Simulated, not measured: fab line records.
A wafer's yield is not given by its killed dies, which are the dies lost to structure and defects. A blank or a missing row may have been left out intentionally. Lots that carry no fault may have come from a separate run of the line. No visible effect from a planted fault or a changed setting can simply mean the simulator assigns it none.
fab line records | flow sfq-line
record lots=13 wafers=39 last-day=87
route steps=325 shown I5@235 C5@248 I6@266
lots that met no fault: from a run of the same line without faults
start-h: hours from the record's first day to the start of the lot's first wafer shown | wait-h: hours from the lot's prior step to this one | " unchanged from the row above | L1.1+2: several wafers, shown together as one row | - value missing, or start not given | * or withheld: withheld | < > ~ a bound
route shown NAME@n: a module of which the file shows steps, and the number in the route of the first | usual: mean/standard deviation of fault-free wafers | same: alike in all rows | chamber/n: place in a boat | sites: the reading at each site | _std_site: standard deviation across them | _edge_site: outer sites' mean less inner sites' | radius-mm: how far each site lies from the wafer's centre | mask NAME#n: copy n | behind: the tool/chamber that last shaped the wafer | hold: what put the lot on hold/how long, in hours/how the hold closed | device: transistor that didn't switch, given as n, p or np | end of line: tests run on the same wafers once the route is complete | a step given without rows: its recipe and nothing more | killed: not the wafer's yield, but the dies lost to structure and defects at the first sort | map: a wafer's dies, marking killed ones x, the rest . and places with no die _
set.NAME: setting as actually run; set.NAME@STEP: the setting as run at that earlier step | model.NAME: the simulator's own value behind a step, which no gauge read
the route's steps for a sample of lots (tables are steps, rows are wafers)
services: when a tool's chamber went out of use (start-h, in hours from the record's first day, below 0 if earlier), for how many hours, and the reason
## steps
# step SFQ_I5_OVL_MEAS_936
# usual I5_OVL=1/5.9
# columns lot.wafer tool chamber start-h wait-h I5_OVL[nm]
L914.2 overlay-01 - 1427.44 0.1 4
L914.4 " - " " 7
L914.6 " - " " 14
L915.1 overlay-02 - 1433.44 0.1 9
L915.3 " - " " 9
L915.6 " - " " 15
L916.1 overlay-02 - 1444.52 0.1 2
L916.3 " - " " -3
L916.4 " - " " 2
L917.1 overlay-02 - 1505.69 0.1 -4
L917.2 " - " " -10
L917.5 " - " " -6
L919.3 overlay-02 - 1624.00 0.1 3
L919.4 " - " " -2
L919.6 " - " " -1
L925.2 overlay-01 - 1694.45 0.1 -3
L925.3 " - " " -14
L925.6 " - " " -4
L928.1 overlay-01 - 1702.97 0.1 -4
L928.3 " - " " -1
L928.5 " - " " -4
L929.1 overlay-01 - 1709.15 0.1 0
L929.3 " - " " 0
L929.5 " - " " 3
L930.1 overlay-01 - 1712.75 0.1 4
L930.2 " - " " 8
L930.3 " - " " 7
L932.2 overlay-01 - 1727.28 0.1 1
L932.5 " - " " 5
L932.6 " - " " 4
L934.1 overlay-01 - 1744.20 0.1 -9
L934.4 " - " " -11
L934.5 " - " " -15
L935.1 overlay-02 - 1747.80 0.1 -3
L935.3 " - " " 0
L935.6 " - " " 4
L937.1 overlay-02 - 1756.20 0.1 6
L937.2 " - " " 8
L937.3 " - " " 2
# step SFQ_TRILAYER_C5_ETCH_VIA_ETCH_154
# recipe target=SiO2 mask-material=PR chemistry=CHF3 target-depth-nm=84 source-w=500 bias-w=80 pressure-mtorr=30 time-s=withheld stop-on=Nb
# usual drypump-motor-current-A=5.7/0.42 oes-product-au=0.893/0.0064
# columns lot.wafer tool chamber start-h wait-h drypump-motor-current-A oes-product-au
L914.2 rie-diel-03 2 1432.08 0.0 5.7 0.890
L914.4 " 3 " " 4.8 0.882
L914.6 " 2 " " 5.7 0.891
L915.1 rie-diel-03 3 1436.76 0.0 4.8 0.889
L915.3 " 1 " " 6.6 0.892
L915.6 " 0 " " 5.7 0.899
L916.1 rie-diel-01 2 1518.45 0.0 5.9 0.887
L916.3 " 0 " " 5.5 0.885
L916.4 " 1 " " 5.1 0.888
L917.1 rie-diel-02 3 1520.85 0.0 5.6 0.894
L917.2 " 1 " " 5.4 0.889
L917.5 " 1 " " 5.4 0.888
L919.3 rie-diel-01 0 1627.92 0.0 5.5 0.883
L919.4 " 1 " " 5.2 0.899
L919.6 " 2 " " 5.9 0.899
L925.2 rie-diel-01 2 1805.03 0.0 5.9 0.889
L925.3 " 1 " " 5.1 0.890
L925.6 " 2 " " 5.9 0.894
L928.1 rie-diel-01 0 1813.43 0.0 5.5 0.884
L928.3 " 3 " " 5.9 0.887
L928.5 " 0 " " 5.5 0.896
L929.1 rie-diel-02 1 1814.63 0.0 5.5 0.887
L929.3 " 2 " " 6.0 0.885
L929.5 " 1 " " 5.4 0.901
L930.1 rie-diel-03 2 1815.83 0.0 5.7 0.894
L930.2 " 0 " " 5.7 0.889
L930.3 " 1 " " 6.6 0.903
L932.2 rie-diel-02 2 1825.43 0.0 6.0 0.897
L932.5 " 0 " " 5.8 0.897
L932.6 " 3 " " 5.6 0.907
L934.1 rie-diel-02 2 1835.03 0.0 6.0 0.890
L934.4 " 3 " " 5.6 0.901
L934.5 " 2 " " 6.0 0.903
L935.1 rie-diel-01 1 1837.43 0.0 5.2 0.886
L935.3 " 0 " " 5.5 0.894
L935.6 " 0 " " 5.5 0.891
L937.1 rie-diel-02 2 1842.23 0.0 6.0 0.887
L937.2 " 0 " " 5.8 0.887
L937.3 " 3 " " 5.6 0.892
# step SFQ_TRILAYER_I6_DEP_PECVD_165
# recipe material=SiO2 temp-c=150 time-s=111.11 pressure-torr=2.4 rf-w=183.3 precursor=SiH4/N2O target-thk-nm=500
# usual heater-power-outer-w=35/14 heater-power-w=95/24 rf-fwd-power-W=182.2/0.66 showerhead-vpp-V=816/43 throttle-valve-pct=24.8/1.1
# columns lot.wafer tool chamber start-h wait-h heater-power-outer-w heater-power-w rf-fwd-power-W showerhead-vpp-V throttle-valve-pct
L914.2 pecvd-02 2 1556.58 0.0 24 81 182.3 906 26.0
L914.4 " 1 " " 26 79 181.8 837 22.7
L914.6 " 2 " " 25 84 181.9 903 26.2
L915.1 pecvd-02 1 1558.98 0.0 30 85 182.4 823 22.8
L915.3 " 2 " " 22 79 182.3 908 26.1
L915.6 " 1 " " 31 88 181.9 830 22.7
L916.1 pecvd-03 1 1634.58 0.0 16 66 182.2 807 25.0
L916.3 " 2 " " 60 121 182.4 844 22.8
L916.4 " 2 " " 47 104 182.8 834 22.9
L917.1 pecvd-04 2 1636.07 0.0 56 142 182.9 814 24.4
L917.2 " 0 " " 34 99 181.7 763 24.8
L917.5 " 0 " " 38 104 182.0 748 24.7
L919.3 pecvd-04 2 1638.51 0.0 59 141 182.6 818 24.1
L919.4 " 0 " " 37 100 181.6 758 25.1
L919.6 " 0 " " 38 101 181.6 759 24.6
L925.2 pecvd-03 1 1811.33 0.0 43 100 107.8 631 25.3
L925.3 " 0 " " 52 115 109.7 582 24.6
L925.6 " 1 " " 33 85 109.0 634 25.2
L928.1 pecvd-03 0 1817.80 0.0 50 116 108.7 587 24.9
L928.3 " 1 " " 42 97 109.1 635 25.2
L928.5 " 1 " " 43 99 108.9 624 25.1
L929.1 pecvd-04 1 1821.41 0.0 31 92 181.2 803 24.7
L929.3 " 2 " " 60 147 181.7 835 24.7
L929.5 " 0 " " 36 101 181.2 756 25.1
L930.1 pecvd-02 2 1823.81 0.0 26 85 182.3 896 26.0
L930.2 " 1 " " 27 81 183.2 825 22.7
L930.3 " 0 " " 27 75 181.5 854 26.8
L932.2 pecvd-04 1 1834.60 0.0 29 89 182.0 807 24.9
L932.5 " 1 " " 31 89 182.5 821 25.0
L932.6 " 2 " " 58 148 182.8 831 24.6
L934.1 pecvd-02 2 1843.00 0.0 18 74 182.7 910 26.0
L934.4 " 2 " " 20 75 182.3 898 25.8
L934.5 " 0 " " 29 81 182.1 842 27.2
L935.1 pecvd-04 2 1845.40 0.0 53 136 183.2 834 24.8
L935.3 " 0 " " 37 102 182.2 760 25.1
L935.6 " 2 " " 55 142 182.6 815 24.7
L937.1 pecvd-04 1 1850.95 0.0 31 92 181.8 789 24.7
L937.2 " 0 " " 38 104 181.9 754 25.0
L937.3 " 2 " " 62 147 182.0 819 24.4
# step SFQ_TRILAYER_I6_CMP_CMP_166
# recipe material=SiO2 down-force-psi=3 platen-rpm=60 pad-velocity-m-s=0.94248
# usual motor-current-A=9.7/0.89 retaining-ring-pressure-frac=1.000/0.0049 time-to-endpoint-s=218/8
# columns lot.wafer tool chamber start-h wait-h motor-current-A retaining-ring-pressure-frac time-to-endpoint-s
L914.4 cmp-02 3 1575.50 18.8 11.5 0.998 219
L914.2 " 2 1577.00 20.4 9.2 0.999 208
L914.6 " 0 1578.00 21.3 9.9 1.006 215
L915.3 cmp-02 1 1582.00 23.0 9.7 0.998 211
L915.1 " 2 " " 9.8 1.005 215
L915.6 " 0 1583.50 24.4 9.7 0.995 218
L916.1 cmp-01 0 1635.16 0.5 9.6 0.994 215
L916.3 " 1 " " 9.2 0.997 211
L916.4 " 2 " " 9.1 1.007 217
L917.2 cmp-02 0 1636.19 0.1 9.9 0.996 195
L917.1 " 3 1637.69 1.6 11.6 1.001 213
L917.5 " 1 1638.69 2.5 10.5 1.009 209
L919.4 cmp-01 2 1640.66 2.1 9.3 1.003 217
L919.3 " 3 " " 8.2 0.998 229
L919.6 " 3 1643.16 4.6 8.3 0.994 219
L925.3 cmp-01 2 1812.61 1.2 8.9 1.012 166
L925.2 " 3 " " 8.7 1.002 163
L925.6 " 2 1814.61 3.2 8.7 1.011 174
L928.3 cmp-01 1 1818.61 0.8 9.7 0.997 171
L928.1 " 3 1819.61 1.8 8.7 0.999 164
L928.5 " 1 1820.61 2.7 9.2 1.005 169
L929.3 cmp-01 2 1822.11 0.7 9.3 1.001 219
L929.1 " 0 1823.11 1.7 10.2 0.992 221
L929.5 " 1 " " 9.8 1.000 234
L930.1 cmp-02 0 1823.89 0.0 9.7 0.999 210
L930.3 " 2 1824.89 1.0 9.7 0.996 207
L930.2 " 3 " " 11.5 1.008 211
L932.2 cmp-02 0 1836.52 1.9 9.9 1.001 211
L932.6 " 0 1838.52 3.8 9.8 0.997 217
L932.5 " 1 " " 9.9 0.994 207
L934.1 cmp-01 3 1845.34 2.3 9.0 1.006 224
L934.4 " 0 " " 9.9 0.994 216
L934.5 " 2 1846.84 3.8 8.9 0.999 227
L935.3 cmp-01 3 1848.34 2.9 9.0 1.000 234
L935.1 " 0 " " 10.2 0.991 218
L935.6 " 2 1849.84 4.4 9.2 0.993 230
L937.1 cmp-02 2 1851.63 0.6 9.2 1.007 212
L937.2 " 3 " " 12.2 0.999 221
L937.3 " 0 " " 9.8 0.996 218
# step SFQ_TRILAYER_I6_VIA_STRIP_STRIP_173
# recipe gas=O2 power-w=200 platen-temp-c=40 overash-fraction=0.65 chemistry=O2 pressure-mtorr=50
# usual drypump-motor-current-A=5.4/0.48 oes-product-au=0.999/0.0073
# columns lot.wafer tool chamber start-h wait-h drypump-motor-current-A oes-product-au rf-hours-counter-h
L914.2 rie-metal-04 1 1582.46 - 5.5 0.994 -
L914.4 " 1 " " 5.5 1.007 -
L914.6 " 1 " " 5.5 0.997 -
L915.1 rie-metal-03 0 1588.26 - 5.1 0.993 80
L915.3 " 0 " " 5.1 0.986 -
L915.6 " 0 " " 5.1 1.002 -
L916.1 rie-metal-03 1 1641.42 - 6.4 1.002 58
L916.3 " 0 " " 5.1 0.997 -
L916.4 " 1 " " 6.4 0.992 -
L917.1 rie-metal-03 1 1643.82 - 6.4 1.002 59
L917.2 " 0 " " 5.1 1.007 88
L917.5 " 0 " " 5.1 0.992 -
L919.3 rie-metal-01 0 1647.62 - 5.3 1.007 -
L919.4 " 1 " " 5.4 1.000 -
L919.6 " 0 " " 5.4 0.999 -
L925.2 rie-metal-01 0 1821.79 - 5.3 1.004 19
L925.3 " 0 " " 5.3 1.000 -
L925.6 " 1 " " 5.4 1.002 -
L928.1 rie-metal-04 1 1830.19 - 5.5 0.987 105
L928.3 " 0 " " 4.9 1.008 -
L928.5 " 0 " " 4.9 1.006 -
L929.1 rie-metal-01 1 1831.39 - 5.4 0.997 99
L929.3 " 0 " " 5.3 1.005 -
L929.5 " 0 " " 5.3 1.022 -
L930.1 rie-metal-03 0 1836.19 - 5.1 0.997 119
L930.2 " 1 " " 6.4 1.009 88
L930.3 " 1 " " 6.4 0.994 -
L932.2 rie-metal-03 1 1845.79 - 6.4 1.001 90
L932.5 " 0 " " 5.1 0.998 -
L932.6 " 1 " " 6.4 0.995 -
L934.1 rie-metal-04 1 1857.34 - 5.5 0.999 110
L934.4 " 1 " " 5.4 0.986 -
L934.5 " 1 " " 5.4 0.984 -
L935.1 rie-metal-04 1 1958.12 - 5.4 1.002 121
L935.3 " 0 " " 4.9 1.002 -
L935.6 " 0 " " 4.9 1.015 -
L937.1 rie-metal-04 1 1965.32 - 5.5 0.998 122
L937.2 " 0 " " 4.9 1.003 50
L937.3 " 0 " " 4.9 0.993 -
## services
# columns tool chamber start-h hours kind
cmp-01 - 1430.61 1.6 repair
cmp-01 - 1432.23 4.0 pm
cmp-01 - 1462.73 4.8 pm
cmp-02 - 1491.90 0.3 repair
cmp-01 - 1544.74 0.5 repair
cmp-01 - 1547.64 0.5 repair
cmp-02 - 1549.07 5.4 repair
pecvd-04 - 1576.17 2.5 repair
cmp-02 - 1584.50 8.3 pm
cmp-02 - 1593.64 9.3 repair
cmp-02 - 1602.91 4.0 pm
pecvd-04 1 1615.97 37.2 repair
cmp-02 - 1623.91 4.6 pm
pecvd-04 - 1664.61 5.5 pm
cmp-01 - 1696.00 16.6 repair
pecvd-04 1 1699.56 7.4 repair
pecvd-04 0 1735.24 7.8 repair
cmp-02 - 1756.25 2.6 repair
cmp-01 - 1760.06 1.0 repair
cmp-01 - 1774.31 4.0 pm
cmp-01 - 1832.88 4.9 pm
cmp-01 - 1883.29 0.2 repair
cmp-01 - 1925.79 24.6 repair
cmp-01 - 1928.16 1.5 repair
## key
first-sign step=SFQ_TRILAYER_I6_DEP_PECVD_165 reading=rf-fwd-power-W direction=down sigmas=99+ usual=182.2 struck=108.9
effect step=SFQ_TRILAYER_I6_DEP_PECVD_165 reading=showerhead-vpp-V direction=down sigmas=4.6 usual=816 struck=616
effect step=SFQ_TRILAYER_I6_CMP_CMP_166 reading=time-to-endpoint-s direction=down sigmas=6.2 usual=* struck=*
met-at SFQ_TRILAYER_I6_DEP_PECVD_165
struck-lots L925,L928
not-acting-at SFQ_I5_OVL_MEAS_936,SFQ_TRILAYER_C5_ETCH_VIA_ETCH_154,SFQ_TRILAYER_I6_VIA_STRIP_STRIP_173
onset-between 1634.58 1811.33
fault kind=process-parameter-drift tool=pecvd-03 chamber=- onset-h=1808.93 steps=SFQ_TRILAYER_I6_DEP_PECVD_165 channel=rf-w offset=-73.32 shape=step end-h=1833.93 acts-in=these-recipes-only stated=183.3
